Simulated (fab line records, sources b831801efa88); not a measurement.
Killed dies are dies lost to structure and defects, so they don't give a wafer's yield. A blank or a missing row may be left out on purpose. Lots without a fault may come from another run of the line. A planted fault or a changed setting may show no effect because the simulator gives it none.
fab line records | flow sky130
record lots=6 wafers=18 last_day=50
route steps=708 shown GATE_OXIDE@192 POLY_GATE@204 RES_PROTECT@206 PAD_OPEN@708
lots that met no fault: from a run of the same line without faults
start_h: hours from the record's first day to the start of the lot's first wafer shown | wait_h: hours since the lot's step before | " the same as in the row above | L1.1+2: a row that stands for several wafers | - no value, or no start given | * or withheld: withheld | < > ~ a bound
route shown NAME@n: a module of which the file shows steps, and the number in the route of the first | usual: mean/standard deviation of fault-free wafers | same: alike in all rows | chamber/n: place in a boat | sites: the reading at each site | _std_site: their standard deviation | _edge_site: outer sites' mean less inner sites' | radius_mm: how far each site lies from the wafer's centre | mask NAME#n: copy n | behind: the tool/chamber that last shaped the wafer | hold: why the lot was held/for how many hours/how that ended | device: the transistor (n, p or np) that didn't switch | end of line: the same wafers' tests at the end of the route | a step without rows: its recipe alone | killed: dies lost to structure and defects at the first sort, not the wafer's yield | map: a wafer's dies, x killed, . not, _ none there
set.NAME: the setting as run; set.NAME@STEP: as run at that earlier step | model.NAME: the simulator's own value behind a step, which no gauge read
lots at some steps of the route; a table a step, a row a wafer
services: from which hour (start_h, from the record's first day; less than 0 if before it) a tool's chamber was out of use, for how many hours, and why
## steps
# step SKY_GATE_OXIDE_COAT_05
# recipe resist=NOVOLAK spin_rpm=3000 resist_thk_nm=1140
# step SKY_GATE_OXIDE_SOFTBAKE_06
# recipe temp_c=90 time_s=60 resist=NOVOLAK
# step SKY_GATE_OXIDE_EXPOSE_07
# recipe mask_id=LVOM na=0.6 source_shape=conventional sigma_outer=0.6 polarization=unpolarized target_cd_nm=600 dose_mj=170
# step SKY_GATE_OXIDE_PEB_08
# recipe temp_c=withheld time_s=* resist=NOVOLAK
# step SKY_GATE_OXIDE_DEVELOP_09
# recipe resist=NOVOLAK developer=TMAH develop_time_s=60 dev_temp_c=23
# step SKY_GATE_OXIDE_OVL_MEAS_10
# usual GATE_OXIDE_OVL=1.4/1.4
# columns lot.wafer tool chamber start_h wait_h GATE_OXIDE_OVL[nm]
L294.1 overlay-02 - 351.73 0.1 1.4
L294.3 " - " " -0.8
L294.6 " - " " 0.2
L295.2 overlay-01 - 352.27 0.1 0.2
L295.3 " - " " 4.4
L295.5 " - " " 2.8
L301.1 overlay-02 - 385.53 0.1 1.1
L301.2 " - " " 0.7
L301.5 " - " " 1.4
L302.3 overlay-02 - 396.64 0.1 0.3
L302.4 " - " " 0.7
L302.6 " - " " 1.4
L314.2 overlay-02 - 501.83 0.1 2.5
L314.3 " - " " 2.0
L314.4 " - " " 0.7
L315.1 overlay-02 - 504.37 0.1 0.9
L315.3 " - " " -0.7
L315.4 " - " " 0.0
# step SKY_GATE_OXIDE_IMPLANT_11
# recipe species=B energy_kev=10 dose_cm2=2.6e+12 tilt_deg=withheld
# step SKY_GATE_OXIDE_WET_ETCH_12
# recipe chemistry=dHF target_depth_nm=16.8 dry=n2_spin target=SiO2 dilution=100:1 temp_c=25 time_s=336
# step SKY_GATE_OXIDE_STRIP_13
# recipe chemistry=O2/N2 power_w=1400 pressure_mtorr=1500 platen_temp_c=withheld o2_flow_sccm=3000 n2_flow_sccm=300 overash_fraction=0.5
# usual drypump_motor_current_A=5.78/0.19 oes_product_au=0.715/0.0046 strip_time_to_endpoint_s=14.19/0.041
# same overash_fraction=0.5
# columns lot.wafer tool chamber start_h wait_h drypump_motor_current_A oes_product_au rf_hours_counter_h strip_time_to_endpoint_s
L294.1 plasma_asher-02 1 352.01 0.0 5.85 0.717 18 14.21
L294.3 " 0 " " 5.55 0.716 - 14.21
L294.6 " 0 " " 5.52 0.720 - 14.24
L295.2 plasma_asher-04 0 352.56 0.0 5.83 0.715 65 14.15
L295.3 " 0 " " 5.82 0.718 - 14.19
L295.5 " 0 " " 5.84 0.722 - 14.20
L301.1 plasma_asher-03 1 385.82 0.0 5.75 0.719 74 14.22
L301.2 " 0 " " 5.62 0.722 74 14.19
L301.5 " 0 " " 5.62 0.723 - 14.19
L302.3 plasma_asher-02 0 396.96 0.0 5.56 0.716 - 14.18
L302.4 " 1 " " 5.84 0.706 - 14.14
L302.6 " 0 " " 5.62 0.708 - 14.21
L314.2 plasma_asher-03 0 502.11 0.0 5.61 0.712 4 14.19
L314.3 " 0 " " 5.60 0.714 - 14.19
L314.4 " 1 " " 5.75 0.711 - 14.19
L315.1 plasma_asher-02 1 504.66 0.0 5.87 0.715 35 14.19
L315.3 " 0 " " 5.52 0.719 - 14.23
L315.4 " 1 " " 5.90 0.701 - 14.20
# step SKY_GATE_OXIDE_TW_MEAS_14
# usual GATE_OXIDE_TW=225.1/1.5
# columns lot.wafer tool chamber start_h wait_h GATE_OXIDE_TW
L294.1 film_metro-01 - 352.11 0.1 223.2
L294.3 " - " " 223.0
L294.6 " - " " 224.0
L295.2 film_metro-01 - 352.67 0.1 222.6
L295.3 " - " " 222.0
L295.5 " - " " 223.2
L301.1 film_metro-01 - 385.92 0.1 223.5
L301.2 " - " " 223.9
L301.5 " - " " 223.5
L302.3 film_metro-02 - 397.05 0.1 226.9
L302.4 " - " " 225.7
L302.6 " - " " 225.8
L314.2 film_metro-01 - 502.22 0.1 222.7
L314.3 " - " " 224.4
L314.4 " - " " 222.7
L315.1 film_metro-01 - 504.76 0.1 222.3
L315.3 " - " " 222.6
L315.4 " - " " 221.9
# step SKY_GATE_OXIDE_CLEAN_15
# recipe chemistry=SC1/SC2 mix=1:4:20 temp_c=70 time_s=150 dry=n2_spin
# step SKY_GATE_OXIDE_OXIDATION_16
# recipe temp_c=800 ambient=O2 idle_temp_c=700 ramp_up_c_per_min=10 ramp_down_c_per_min=3 stabilise_s=600 purge_s=300 target_thk_a=35.7 ox_time_s=1838
# step SKY_POLY_GATE_CVD_00
# recipe material=poly-Si target_thk_nm=180 temp_c=620 time_s=720 pressure_mtorr=200
# usual susceptor_temp_C=620.02/0.29
# columns lot.wafer tool chamber start_h wait_h susceptor_temp_C model.poly-Si_of_POLY_GATE_CVD_00.thk_nm
L294.1 lpcvd-01 0 355.58 0.0 619.90 180.9
L294.3 " 0 " " 620.49 182.1
L294.6 " 0 " " 619.91 180.3
L295.2 lpcvd-01 0 355.58 0.0 619.82 183.6
L295.3 " 0 " " 620.01 182.9
L295.5 " 0 " " 620.05 183.5
L301.1 lpcvd-01 1 388.07 0.0 622.49 190.6
L301.2 " 1 " " 622.35 191.5
L301.5 " 1 " " 622.63 192.3
L302.3 lpcvd-01 1 399.67 0.0 623.14 191.4
L302.4 " 1 " " 622.37 191.9
L302.6 " 1 " " 622.53 192.1
L314.2 lpcvd-01 0 503.86 0.0 619.57 180.3
L314.3 " 0 " " 619.79 179.8
L314.4 " 0 " " 620.15 180.4
L315.1 lpcvd-01 1 506.40 0.0 620.00 178.5
L315.3 " 1 " " 619.47 178.3
L315.4 " 1 " " 620.12 178.9
# step SKY_POLY_GATE_THK_MEAS_01
# recipe reads=poly-Si_of_POLY_GATE_CVD_00
# usual POLY_GATE_CVD_00_THK=181.0/1.7
# columns lot.wafer tool chamber start_h wait_h POLY_GATE_CVD_00_THK[nm]
L294.1 film_metro-02 - 356.78 0.0 180.9
L294.3 " - " " 182.3
L294.6 " - " " 180.3
L295.2 film_metro-01 - 356.79 0.0 183.6
L295.3 " - " " 183.1
L295.5 " - " " 183.6
L301.1 film_metro-04 - 389.27 0.0 190.6
L301.2 " - " " 191.5
L301.5 " - " " 192.4
L302.3 film_metro-02 - 400.89 0.0 191.3
L302.4 " - " " 192.0
L302.6 " - " " 192.1
L314.2 film_metro-02 - 505.07 0.0 180.4
L314.3 " - " " 179.8
L314.4 " - " " 180.4
L315.1 film_metro-04 - 507.60 0.0 178.4
L315.3 " - " " 178.2
L315.4 " - " " 178.9
# step SKY_RES_PROTECT_DEHYDRATE_00
# recipe temp_c=200 time_s=60
# step SKY_RES_PROTECT_HMDS_01
# recipe prime_time_s=60 prime_temp_c=120
# step SKY_RES_PROTECT_COAT_02
# recipe resist=NOVOLAK spin_rpm=3000 resist_thk_nm=1140
# step SKY_RES_PROTECT_SOFTBAKE_03
# recipe temp_c=90 time_s=60 resist=NOVOLAK
# step SKY_RES_PROTECT_EXPOSE_04
# recipe mask_id=RPM na=0.6 source_shape=conventional sigma_outer=0.6 polarization=unpolarized target_cd_nm=1270 dose_mj=131
# step SKY_RES_PROTECT_PEB_05
# recipe temp_c=withheld time_s=* resist=NOVOLAK
# step SKY_RES_PROTECT_DEVELOP_06
# recipe resist=NOVOLAK developer=TMAH develop_time_s=60 dev_temp_c=23
# step SKY_POLY_GATE_IMPLANT_02
# recipe species=P energy_kev=30 dose_cm2=7.7e+15 tilt_deg=0
# step SKY_RES_PROTECT_STRIP_07
# recipe chemistry=O2/N2 power_w=1400 pressure_mtorr=1500 platen_temp_c=withheld o2_flow_sccm=3000 n2_flow_sccm=300 overash_fraction=0.5
# usual drypump_motor_current_A=5.63/0.22 oes_product_au=0.518/0.0052 strip_time_to_endpoint_s=23.31/0.048
# same overash_fraction=0.5
# columns lot.wafer tool chamber start_h wait_h drypump_motor_current_A oes_product_au rf_hours_counter_h strip_time_to_endpoint_s
L294.1 plasma_asher-02 1 385.57 0.1 5.82 0.510 21 23.24
L294.3 " 1 " " 5.86 0.517 - 23.16
L294.6 " 0 " " 5.54 0.526 - 23.17
L295.2 plasma_asher-01 1 385.87 0.1 5.12 0.516 60 23.35
L295.3 " 0 " " 5.72 0.526 - 23.35
L295.5 " 1 " " 5.11 0.518 - 23.37
L301.1 plasma_asher-03 1 418.87 0.1 5.74 0.515 77 23.35
L301.2 " 0 " " 5.62 0.517 77 23.33
L301.5 " 1 " " 5.74 0.509 - 23.34
L302.3 plasma_asher-02 0 431.25 0.1 5.56 0.527 - 23.31
L302.4 " 1 " " 5.86 0.523 - 23.26
L302.6 " 0 " " 5.61 0.522 - 23.29
L314.2 plasma_asher-03 1 535.73 0.1 5.74 0.523 8 23.30
L314.3 " 0 " " 5.63 0.524 - 23.34
L314.4 " 1 " " 5.75 0.512 - 23.36
L315.1 plasma_asher-01 1 538.13 0.1 5.11 0.516 78 23.17
L315.3 " 0 " " 5.70 0.529 - 23.25
L315.4 " 1 " " 5.13 0.519 - 23.27
# step SKY_RES_PROTECT_TW_MEAS_08
# usual POLY_GATE_TW=4041/36
# columns lot.wafer tool chamber start_h wait_h POLY_GATE_TW
L294.1 film_metro-03 - 385.67 0.1 4064
L294.3 " - " " 4050
L294.6 " - " " 4066
L295.2 film_metro-04 - 385.98 0.1 4047
L295.3 " - " " 4014
L295.5 " - " " 4021
L301.1 film_metro-01 - 418.97 0.1 4026
L301.2 " - " " 3995
L301.5 " - " " 4023
L302.3 film_metro-01 - 431.34 0.1 4025
L302.4 " - " " 4029
L302.6 " - " " 4002
L314.2 film_metro-03 - 535.84 0.1 4109
L314.3 " - " " 4095
L314.4 " - " " 4114
L315.1 film_metro-03 - 538.23 0.1 4099
L315.3 " - " " 4079
L315.4 " - " " 4097
# step SKY_RES_PROTECT_CLEAN_09
# recipe chemistry=SC1/SC2 mix=1:4:20 temp_c=70 time_s=150 dry=n2_spin
# columns lot.wafer tool chamber start_h wait_h model.poly-Si_of_POLY_GATE_CVD_00.thk_nm
L294.1 wet_bench-03 3 385.73 0.1 180.3
L294.3 " 3 " " 181.5
L294.6 " 3 " " 179.7
L295.2 wet_bench-04 0 386.03 0.0 183
L295.3 " 0 " " 182.3
L295.5 " 0 " " 182.9
L301.1 wet_bench-03 2 419.03 0.1 190
L301.2 " 2 " " 190.9
L301.5 " 2 " " 191.6
L302.3 wet_bench-01 3 431.38 0.0 190.7
L302.4 " 3 " " 191.2
L302.6 " 3 " " 191.5
L314.2 wet_bench-04 3 535.89 0.0 179.7
L314.3 " 3 " " 179.2
L314.4 " 3 " " 179.8
L315.1 wet_bench-01 3 538.29 0.1 177.9
L315.3 " 3 " " 177.6
L315.4 " 3 " " 178.2
# step SKY_POLY_GATE_CVD_03
# recipe material=Si3N4 precursor=DCS/NH3 target_thk_nm=75 temp_c=770 time_s=1290 pressure_mtorr=250
# step SKY_POLY_GATE_THK_MEAS_04
# recipe reads=Si3N4_of_POLY_GATE_CVD_03
# usual POLY_GATE_CVD_03_THK=75.1/0.71
# columns lot.wafer tool chamber start_h wait_h POLY_GATE_CVD_03_THK[nm]
L294.1 film_metro-02 - 388.53 0.0 75.3
L294.3 " - " " 75.6
L294.6 " - " " 75.6
L295.2 film_metro-01 - 388.54 0.0 74.6
L295.3 " - " " 74.4
L295.5 " - " " 74.8
L301.1 film_metro-02 - 420.43 0.0 74.9
L301.2 " - " " 74.7
L301.5 " - " " 74.5
L302.3 film_metro-01 - 433.59 0.0 73.6
L302.4 " - " " 74.9
L302.6 " - " " 74.3
L314.2 film_metro-01 - 537.46 0.0 74.4
L314.3 " - " " 74.9
L314.4 " - " " 75.3
L315.1 film_metro-04 - 539.69 0.0 76.0
L315.3 " - " " 75.8
L315.4 " - " " 75.7
# step SKY_POLY_GATE_DEHYDRATE_05
# recipe temp_c=200 time_s=60
# step SKY_POLY_GATE_HMDS_06
# recipe prime_time_s=60 prime_temp_c=120
# step SKY_POLY_GATE_COAT_07
# recipe resist=BARC temp_c=withheld time_s=withheld spin_rpm=3000 resist_thk_nm=110
# step SKY_POLY_GATE_COAT_08
# recipe resist=KrF-thick spin_rpm=3000 resist_thk_nm=450
# step SKY_POLY_GATE_SOFTBAKE_09
# recipe temp_c=100 time_s=90 resist=KrF-thick
# step SKY_POLY_GATE_EXPOSE_10
# recipe mask_id=P1M na=0.68 source_shape=conventional sigma_outer=0.6 target_cd_nm=150 dose_mj=28
# step SKY_POLY_GATE_PEB_11
# recipe peb_temp_c=withheld peb_time_s=withheld resist=KrF-thick
# step SKY_POLY_GATE_DEVELOP_12
# recipe develop_time_s=60 resist=KrF-thick dev_temp_c=21
# step SKY_POLY_GATE_CD_MEAS_13
# recipe target_cd_nm=150
# usual cd_nm=149.9/1.3
# columns lot.wafer tool chamber start_h wait_h cd_nm
L294.1 cd_sem-01 - 417.82 - 150.9
L294.3 " - " " 151.8
L294.6 " - " " 150.9
L295.2 cd_sem-01 - 417.96 - 149.9
L295.3 " - " " 151.0
L295.5 " - " " 148.4
L301.1 cd_sem-02 - 451.58 - 150.1
L301.2 " - " " 150.0
L301.5 " - " " 148.6
L302.3 cd_sem-02 - 463.62 - 151.4
L302.4 " - " " 151.4
L302.6 " - " " 151.8
L314.2 cd_sem-02 - 567.24 - 148.4
L314.3 " - " " 148.1
L314.4 " - " " 147.7
L315.1 cd_sem-01 - 569.73 - 149.0
L315.3 " - " " 149.2
L315.4 " - " " 149.0
# step SKY_POLY_GATE_OVL_MEAS_14
# usual POLY_GATE_OVL=3/4.5
# columns lot.wafer tool chamber start_h wait_h POLY_GATE_OVL[nm]
L294.1 overlay-02 - 417.94 0.1 -2
L294.3 " - " " -2
L294.6 " - " " 7
L295.2 overlay-01 - 418.06 0.1 8
L295.3 " - " " 7
L295.5 " - " " 4
L301.1 overlay-02 - 451.70 0.1 7
L301.2 " - " " -3
L301.5 " - " " 6
L302.3 overlay-01 - 463.71 0.1 6
L302.4 " - " " 6
L302.6 " - " " 6
L314.2 overlay-02 - 567.34 0.1 4
L314.3 " - " " 4
L314.4 " - " " 5
L315.1 overlay-01 - 569.85 0.1 3
L315.3 " - " " 2
L315.4 " - " " 1
# step SKY_POLY_GATE_ETCH_15
# recipe chemistry=N2/H2 target=BARC ion_energy_ev=200 source_w=500 bias_w=100 pressure_mtorr=30 n2_flow_sccm=100 h2_flow_sccm=200 stop_on=SiO2 time_s=118.5 target_depth_a=1100
# usual drypump_motor_current_A=5.9/0.37 oes_product_au=0.717/0.0049 throttle_valve_pct=13.212/0.0093
# columns lot.wafer tool chamber start_h wait_h drypump_motor_current_A oes_product_au rf_hours_counter_h throttle_valve_pct
L294.1 rie_diel-02 1 417.97 0.0 5.7 0.721 70 13.203
L294.3 " 3 " " 5.5 0.714 34 13.224
L294.6 " 2 " " 5.8 0.714 - 13.219
L295.2 rie_diel-04 3 418.09 0.0 5.4 0.719 2 13.210
L295.3 " 2 " " 6.2 0.715 4 13.224
L295.5 " 2 " " 6.2 0.731 - 13.226
L301.1 rie_diel-01 2 451.74 0.0 6.4 0.724 80 13.221
L301.2 " 3 " " 5.2 0.718 3 13.207
L301.5 " 1 " " 5.9 0.719 - 13.208
L302.3 rie_diel-01 3 463.74 0.0 5.2 0.716 3 13.221
L302.4 " 2 " " 6.4 0.711 - 13.209
L302.6 " 3 " " 5.2 0.716 - 13.211
L314.2 rie_diel-02 0 567.37 0.0 6.2 0.709 7 13.232
L314.3 " 2 " " 5.8 0.716 7 13.223
L314.4 " 1 " " 5.7 0.712 73 13.226
L315.1 rie_diel-02 3 569.89 0.0 5.5 0.727 37 13.183
L315.3 " 1 " " 5.7 0.717 73 13.226
L315.4 " 0 " " 6.2 0.709 7 13.222
# step SKY_POLY_GATE_ETCH_16
# recipe stop_on=poly-Si chemistry=CH3F/O2 target=Si3N4 source_w=400 bias_w=78.34 pressure_mtorr=25 ch3f_flow_sccm=40 O2_flow_sccm=30 time_s=147.5 target_depth_a=750
# usual O2_flow_sccm=30.00/0.087 drypump_motor_current_A=5.9/0.37 oes_product_au=0.640/0.0049 throttle_valve_pct=10.536/0.0086
# columns lot.wafer tool chamber start_h wait_h O2_flow_sccm drypump_motor_current_A oes_product_au rf_hours_counter_h throttle_valve_pct
L294.1 rie_diel-02 1 418.05 0.0 30.08 5.7 0.646 70 10.527
L294.3 " 3 " " 30.11 5.5 0.646 34 10.543
L294.6 " 2 " " 29.99 5.8 0.641 - 10.547
L295.2 rie_diel-04 3 418.17 0.0 30.00 5.5 0.641 2 10.535
L295.3 " 2 " " 30.03 6.2 0.640 4 10.540
L295.5 " 2 " " 30.05 6.1 0.641 - 10.534
L301.1 rie_diel-01 2 451.82 0.0 29.78 6.4 0.640 80 10.531
L301.2 " 3 " " 29.94 5.2 0.633 3 10.535
L301.5 " 1 " " 30.13 5.9 0.629 - 10.538
L302.3 rie_diel-01 3 463.82 0.0 29.96 5.2 0.639 3 10.538
L302.4 " 2 " " 30.01 6.4 0.644 - 10.544
L302.6 " 3 " " 30.03 5.2 0.640 - 10.542
L314.2 rie_diel-02 0 567.45 0.0 30.01 6.2 0.643 7 10.527
L314.3 " 2 " " 29.90 5.7 0.645 8 10.531
L314.4 " 1 " " 30.02 5.7 0.647 73 10.533
L315.1 rie_diel-02 3 569.97 0.0 29.92 5.5 0.646 37 10.511
L315.3 " 1 " " 30.05 5.7 0.637 73 10.545
L315.4 " 0 " " 29.97 6.2 0.639 7 10.520
# step SKY_POLY_GATE_ETCH_17
# recipe target_depth_nm=180 stop_on=SiO2 over_etch_frac=0.56667 chemistry=HBr/Cl2 target=poly-Si icp_w=400 bias_w=100 pressure_mtorr=10 HBr_flow_sccm=150 Cl2_flow_sccm=50 time_s=70.5
# usual drypump_motor_current_A=6.0/0.35 oes_product_au=0.990/0.0068 throttle_valve_pct=33.684/0.0088
# columns lot.wafer tool chamber start_h wait_h drypump_motor_current_A oes_product_au rf_hours_counter_h throttle_valve_pct model.POLY_GATE.feature_depth_nm model.etch.depth_nm
L294.1 rie_si-02 0 418.15 0.0 5.7 0.997 2 33.678 180.3 180.3
L294.3 " 3 " " 5.7 1.000 1 33.690 181.5 181.5
L294.6 " 0 " " 5.7 0.991 - 33.663 179.7 179.7
L295.2 rie_si-01 2 418.27 0.0 6.2 1.001 1 33.693 183 183
L295.3 " 3 " " 6.4 1.003 0 33.671 182.3 182.3
L295.5 " 3 " " 6.4 0.995 - 33.686 182.5 182.5
L301.1 rie_si-02 1 451.92 0.0 5.9 0.999 31 33.694 181.9 181.9
L301.2 " 0 " " 5.7 1.009 2 33.679 183.4 183.4
L301.5 " 2 " " 6.0 1.004 - 33.678 181.5 181.5
L302.3 rie_si-01 3 463.92 0.0 6.4 1.009 1 33.680 183.9 183.9
L302.4 " 0 " " 5.5 0.992 7 33.686 178.3 178.3
L302.6 " 0 " " 5.5 0.997 - 33.696 178.7 178.7
L314.2 rie_si-01 0 567.55 0.0 5.5 0.981 8 33.689 179.7 179.7
L314.3 " 3 " " 6.4 0.986 1 33.666 179.2 179.2
L314.4 " 1 " " 6.5 0.986 4 33.691 179.5 179.5
L315.1 rie_si-02 0 570.07 0.0 5.7 0.984 3 33.700 177.9 177.9
L315.3 " 2 " " 6.0 0.984 19 33.667 177.6 177.6
L315.4 " 3 " " 5.7 0.987 2 33.681 178.2 178.2
# step SKY_POLY_GATE_STRIP_18
# recipe chemistry=O2/N2 power_w=1400 pressure_mtorr=1500 platen_temp_c=withheld o2_flow_sccm=3000 n2_flow_sccm=300 overash_fraction=0.5
# usual drypump_motor_current_A=5.7/0.31 oes_product_au=0.360/0.0046 strip_time_to_endpoint_s=3.166/0.026
# same overash_fraction=0.5
# columns lot.wafer tool chamber start_h wait_h drypump_motor_current_A oes_product_au rf_hours_counter_h strip_time_to_endpoint_s
L294.1 plasma_asher-02 1 418.21 0.0 5.8 0.354 25 3.132
L294.3 " 0 " " 5.6 0.354 - 3.176
L294.6 " 0 " " 5.5 0.367 - 3.146
L295.2 plasma_asher-01 0 418.33 0.0 5.7 0.355 63 3.141
L295.3 " 1 " " 5.1 0.357 - 3.159
L295.5 " 1 " " 5.1 0.364 - 3.141
L301.1 plasma_asher-01 0 451.97 0.0 5.7 0.356 67 3.151
L301.2 " 1 " " 5.1 0.361 67 3.142
L301.5 " 1 " " 5.1 0.366 - 3.148
L302.3 plasma_asher-01 0 464.01 0.1 5.7 0.357 - 3.149
L302.4 " 1 " " 5.1 0.363 - 3.131
L302.6 " 1 " " 5.1 0.367 - 3.182
L314.2 plasma_asher-02 1 567.61 0.0 5.9 0.357 41 3.191
L314.3 " 0 " " 5.5 0.356 - 3.169
L314.4 " 1 " " 5.9 0.367 - 3.179
L315.1 plasma_asher-02 0 570.12 0.0 5.6 0.355 42 3.168
L315.3 " 1 " " 5.9 0.362 - 3.166
L315.4 " 0 " " 5.5 0.357 - 3.159
# step SKY_PAD_OPEN_PROBE_99
# columns lot.wafer tool chamber start_h wait_h model.etest.res_high_po.line_ohm_um model.etest.res_poly.line_ohm_um model.etest.res_high_po.rs_ohm_sq model.etest.cap_li_to_poly.c_af_um2 model.etest.res_poly.rs_ohm_sq
L294.1 prober-02 - 1105.01 0.1 733.3 493.1 258.1 97.36 47.74
L294.3 prober-02 - 1105.11 0.2 721.4 488.4 255.3 101.2 47.05
L294.6 prober-02 - 1105.26 0.2 728.1 491.6 257.9 99.22 47.52
L295.2 prober-01 - 1107.35 0.1 728.6 502.7 252.9 99.4 46.55
L295.3 prober-01 - 1107.40 0.2 758.2 514.7 267.4 98.64 48.37
L295.5 prober-01 - 1107.50 0.2 753.1 513.6 263.5 100.3 47.9
L301.1 prober-01 - 1125.95 0.1 702.1 482.6 247.2 103.8 45.09
L301.2 prober-01 - 1126.00 0.1 694.2 477.5 245.4 100.5 44.95
L301.5 prober-01 - 1126.15 0.2 689.8 482.7 244.5 104 44.96
L302.3 prober-02 - 1135.14 0.2 714.4 487.2 249.7 98.79 46.15
L302.4 prober-02 - 1135.19 0.2 720.8 495.1 252.9 102.5 46.19
L302.6 prober-02 - 1135.29 0.2 714.5 482.9 246.6 102.5 45.87
L314.2 prober-02 - 1197.35 0.1 742 515.6 262.8 99.95 48.4
L314.3 prober-02 - 1197.40 0.2 762.3 532.8 265.5 99.19 49.14
L314.4 prober-02 - 1197.45 0.2 759.9 534 263.5 99.66 48.64
L315.1 prober-01 - 1198.65 0.1 782.7 540.4 274.3 100.3 50.22
L315.3 prober-01 - 1198.75 0.2 763.3 531.1 269.2 97.2 49.61
L315.4 prober-01 - 1198.80 0.2 750.5 525.2 264.7 95.26 48.65
# killed by level:class
L294.1 CONTACT:geometric_particle:open=15 VIA1:geometric_particle:open=14 CONTACT:geometric_particle:short=8 VIA2:geometric_particle:open=7 VIA1:geometric_particle:short=5 FIELD_ISO:geometric_particle:open=4 METAL1:geometric_particle:short=4 POLY_GATE:geometric_particle:short=4
L294.3 VIA1:geometric_particle:open=10 VIA1:geometric_particle:short=9 METAL2:geometric_particle:short=8 VIA2:geometric_particle:open=8 CONTACT:geometric_particle:open=7 METAL1:geometric_particle:short=7 POLY_GATE:geometric_particle:short=6 POLY_GATE:geometric_particle:open=6
L294.6 VIA1:geometric_particle:open=10 CONTACT:geometric_particle:open=10 VIA2:geometric_particle:open=8 LI_CONTACT:geometric_particle:open=6 CONTACT:geometric_particle:short=6 VIA1:geometric_particle:short=5 METAL1:geometric_particle:short=5 LOCAL_INTERCONNECT:geometric_particle:short=4
L295.2 VIA3:geometric_particle:open=11 LI_CONTACT:geometric_particle:open=10 CONTACT:geometric_particle:open=10 METAL2:geometric_particle:short=7 VIA1:geometric_particle:open=7 FIELD_ISO:geometric_particle:short=6 VIA2:geometric_particle:open=6 LOCAL_INTERCONNECT:geometric_particle:short=5
L295.3 VIA1:geometric_particle:open=8 FIELD_ISO:geometric_particle:short=7 LI_CONTACT:geometric_particle:open=7 CONTACT:geometric_particle:open=6 METAL1:geometric_particle:short=6 VIA3:geometric_particle:open=5 VIA3:geometric_particle:short=5 POLY_GATE:geometric_particle:short=4
L295.5 CONTACT:geometric_particle:open=7 VIA2:geometric_particle:open=7 METAL2:geometric_particle:short=6 POLY_GATE:geometric_particle:open=5 LI_CONTACT:geometric_particle:short=5 LI_CONTACT:geometric_particle:open=5 VIA1:geometric_particle:open=5 FIELD_ISO:geometric_particle:short=4
L314.2 VIA1:geometric_particle:open=11 CONTACT:geometric_particle:open=8 VIA2:geometric_particle:open=8 LOCAL_INTERCONNECT:geometric_particle:short=7 CONTACT:geometric_particle:short=7 VIA3:geometric_particle:open=7 LI_CONTACT:geometric_particle:open=6 FIELD_ISO:geometric_particle:open=5
L314.3 VIA1:geometric_particle:open=15 CONTACT:geometric_particle:open=8 LI_CONTACT:geometric_particle:open=7 LI_CONTACT:geometric_particle:short=5 LOCAL_INTERCONNECT:geometric_particle:short=5 VIA1:geometric_particle:short=5 METAL2:geometric_particle:short=3 VIA3:geometric_particle:open=3
L314.4 CONTACT:geometric_particle:open=11 VIA1:geometric_particle:open=10 CONTACT:geometric_particle:short=7 METAL1:geometric_particle:short=7 VIA3:geometric_particle:open=5 POLY_GATE:geometric_particle:open=4 VIA1:geometric_particle:short=4 METAL2:geometric_particle:short=4
L315.1 VIA1:geometric_particle:open=15 LI_CONTACT:geometric_particle:open=7 FIELD_ISO:geometric_particle:short=6 POLY_GATE:geometric_particle:open=6 CONTACT:geometric_particle:open=6 CONTACT:geometric_particle:short=6 VIA2:geometric_particle:open=5 POLY_GATE:geometric_particle:short=4
L315.3 LI_CONTACT:geometric_particle:open=15 VIA1:geometric_particle:open=12 VIA2:geometric_particle:open=7 VIA3:geometric_particle:open=6 LOCAL_INTERCONNECT:geometric_particle:short=5 CONTACT:geometric_particle:short=5 VIA1:geometric_particle:short=4 LI_CONTACT:geometric_particle:short=3
L315.4 VIA1:geometric_particle:open=12 CONTACT:geometric_particle:open=11 METAL2:geometric_particle:short=7 FIELD_ISO:geometric_particle:open=6 LI_CONTACT:geometric_particle:open=6 CONTACT:geometric_particle:short=5 VIA1:geometric_particle:short=4 VIA2:geometric_particle:open=4
## services
# columns tool chamber start_h hours kind
wet_bench-04 - 338.43 1.9 pm
plasma_asher-02 - 346.46 0.3 repair
lpcvd-01 - 348.05 0.9 repair
rie_diel-01 0 352.91 5.2 repair
plasma_asher-02 - 376.71 1.2 repair
rie_diel-02 - 400.35 0.3 repair
plasma_asher-01 - 401.66 2.2 repair
rie_si-02 2 415.06 6.5 repair
plasma_asher-03 - 421.25 9.0 pm
rie_diel-01 - 423.86 14.6 pm
plasma_asher-03 - 437.93 28.1 pm
rie_diel-02 1 442.76 5.7 repair
rie_diel-01 0 446.05 9.3 repair
rie_diel-02 - 453.60 0.1 repair
plasma_asher-02 - 456.51 1.2 repair
rie_diel-01 0 460.48 7.4 repair
plasma_asher-02 - 469.28 0.7 repair
rie_diel-01 2 469.36 5.0 repair
rie_si-02 - 478.04 2.8 pm
plasma_asher-02 - 512.50 2.8 pm
rie_diel-02 1 526.36 3.1 repair
rie_diel-01 1 543.92 21.0 repair
rie_diel-02 3 552.59 5.0 repair
rie_si-02 1 557.12 1.1 repair
## key
first_sign step=SKY_POLY_GATE_CVD_00 reading=susceptor_temp_C direction=up sigmas=8.9 usual=* struck=*
effect step=SKY_POLY_GATE_THK_MEAS_01 reading=POLY_GATE_CVD_00_THK direction=up sigmas=6.3 usual=181.0 struck=191.6
model_effect step=SKY_POLY_GATE_CVD_00 value=poly-Si_of_POLY_GATE_CVD_00.thk_nm without=180 struck=191.6
model_effect step=SKY_RES_PROTECT_CLEAN_09 value=poly-Si_of_POLY_GATE_CVD_00.thk_nm without=179.4 struck=191
model_effect step=SKY_POLY_GATE_ETCH_17 value=POLY_GATE.feature_depth_nm without=179 struck=181.3
model_effect step=SKY_PAD_OPEN_PROBE_99 value=etest.res_high_po.line_ohm_um without=744 struck=706
met_at SKY_POLY_GATE_CVD_00
struck_wafers L301.1,L301.2,L301.5,L302.3,L302.4,L302.6
sort_left_out L301.1,L301.2,L301.5,L302.3,L302.4,L302.6
tester_left_out L301,L302
onset_between 355.58 388.07
fault kind=process_parameter_drift tool=lpcvd-01 chamber=- onset_h=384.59 steps=SKY_POLY_GATE_CVD_00 channel=temp_c offset=* shape=step end_h=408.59 stated=*
# tester_left_out: of these lots the tester's yield and bins aren't shown, on N5 and GAA mostly nor the transistor test; their killed dies are dies lost to structure and defects alone, not to doping, threshold or leakage, so they don't give the yield
# sort_left_out: the simulated sort isn't trusted on such a fault, so these wafers' sort isn't shown, and their yield isn't known
